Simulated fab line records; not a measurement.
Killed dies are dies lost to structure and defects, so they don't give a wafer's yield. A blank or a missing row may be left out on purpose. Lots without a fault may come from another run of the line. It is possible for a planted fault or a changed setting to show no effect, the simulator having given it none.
Problem report in the 8D (eight disciplines) form, filled by code || flow gf180mcu || the parts of the form that need people (team, actions taken, sign-off) are left out

1. WHAT IS WRONG
On 2 wafers of 1 lot, strip time to endpoint s at GF_MIM_STRIP_20 has a mean of 10.47 s; fault-free wafers read 11.23 s, standard deviation 0.039. That puts it -19 standard deviations away from the usual mean.
The step: strips in O2/N2.
The first sign was on wafer L884.5 at day 29 03:42, on plasma asher-03. The record holds 36 wafers of 12 lots with a number at this step. Rule for "out", or "out of limits": more than 4 standard deviations from the usual mean. All remaining wafers that have a number are taken as sound.

2. WHAT IT IS AND WHAT IT IS NOT
{"question": "which readings at this step", "is": "strip time to endpoint s", "is not": "drypump motor current A, heater power w"}
{"question": "which lots", "is": "L884", "is not": "L872, L873, L874, L875, L876, L877, L878, L880, L881, L894, L895"}
{"question": "which wafers of those lots", "is": "L884.5, L884.6", "is not": "L884.4"}
{"question": "read on which tools", "is": "plasma asher-03", "is not": "plasma asher-01, plasma asher-04"}
{"question": "when", "is": "from day 29 03:42", "is not": "up to then (28 sound wafers); but 6 sound wafers of L894, L895 came after"}

3. SUSPECTS, AND WHAT RULES EACH OUT
Counting: a tool at a process step up to the reading stays a suspect if it ran every lot that is out. Sound lots after the first of them don't rule it out here, since some wafers of a struck lot are sound.
- cvd w-01 at GF_V4_CVD_23 (deposits W, target thk 350 nm, time 104.9 s): kept. The lot that is out, L884, ran on it at day 28 07:04; the last sound lot it ran before that was L881, at day 27 12:46.
- pecvd-01 at GF_MIM_CVD_05 (deposits Si3N4, target thk 42 nm, time 29.086 s): kept. The lot that is out, L884, ran on it at day 28 07:58; the last sound lot it ran before that was L873, at day 24 22:23.
- rie metal-04 at GF_MIM_METAL_ETCH_19 (etches the open film in Cl2/BCl3, stops on Si3N4, target depth 324.5 nm, time 54.1 s): kept. The lot that is out, L884, ran on it at day 29 03:37; the last sound lot it ran before that was L880, at day 28 05:45.
- plasma asher-03 at GF_MIM_STRIP_20 (strips in O2/N2): kept. The lot that is out, L884, ran on it at day 29 03:42; the last sound lot it ran before that was L881, at day 28 09:19. Out on those wafers are its own readings of strip time to endpoint s.
- Within pecvd-01 at GF_MIM_CVD_05: the wafers that are out ran in chambers 1, 2; their sound lot-mates ran in chamber 0.
Left after counting: cvd w-01 at GF_V4_CVD_23, pecvd-01 at GF_MIM_CVD_05, rie metal-04 at GF_MIM_METAL_ETCH_19, plasma asher-03 at GF_MIM_STRIP_20.

4. THE CAUSE (what the simulator had put in)
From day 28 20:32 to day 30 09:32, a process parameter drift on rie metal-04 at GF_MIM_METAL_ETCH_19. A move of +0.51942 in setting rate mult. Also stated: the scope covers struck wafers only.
After counting, 4 suspects remain, this tool included.

5. THE EFFECT CHAIN, in route order
Each row: a reading where the mean over the struck wafers with a number is more than 3 standard deviations away from the usual. Only readings whose record carries a usual standard deviation are examined. hours: median over the lots of the time between each lot's start at the first step of this table that gives one and its start at this step. sigmas: the change, counted in usual standard deviations.
{"hours": 0, "step": "GF_MIM_STRIP_20", "reading": "oes product au", "usual": "0.692 a.u.", "on struck wafers": 0.670, "change": -0.022, "sigmas": -4.2}
{"hours": 0, "step": "GF_MIM_STRIP_20", "reading": "strip time to endpoint s", "usual": "11.23 s", "on struck wafers": 10.47, "change": -0.76, "sigmas": -19}
Here are the process steps it includes:
- GF_MIM_STRIP_20: strips in O2/N2.

6. WHAT WOULD HAVE CAUGHT IT SOONER
In this record no reading fell out of limits until day 29 03:42, 7 hours after the fault had begun at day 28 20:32.
Tool readings at GF_MIM_METAL_ETCH_19 with a usual standard deviation given in the record: none out on any struck wafer, hence no alarm at a limit of 4 standard deviations on them.
By day 29 03:42, every lot that is out (1) had started GF_MIM_METAL_ETCH_19 on rie metal-04. Tool hold at that time: it would have spared none of them.
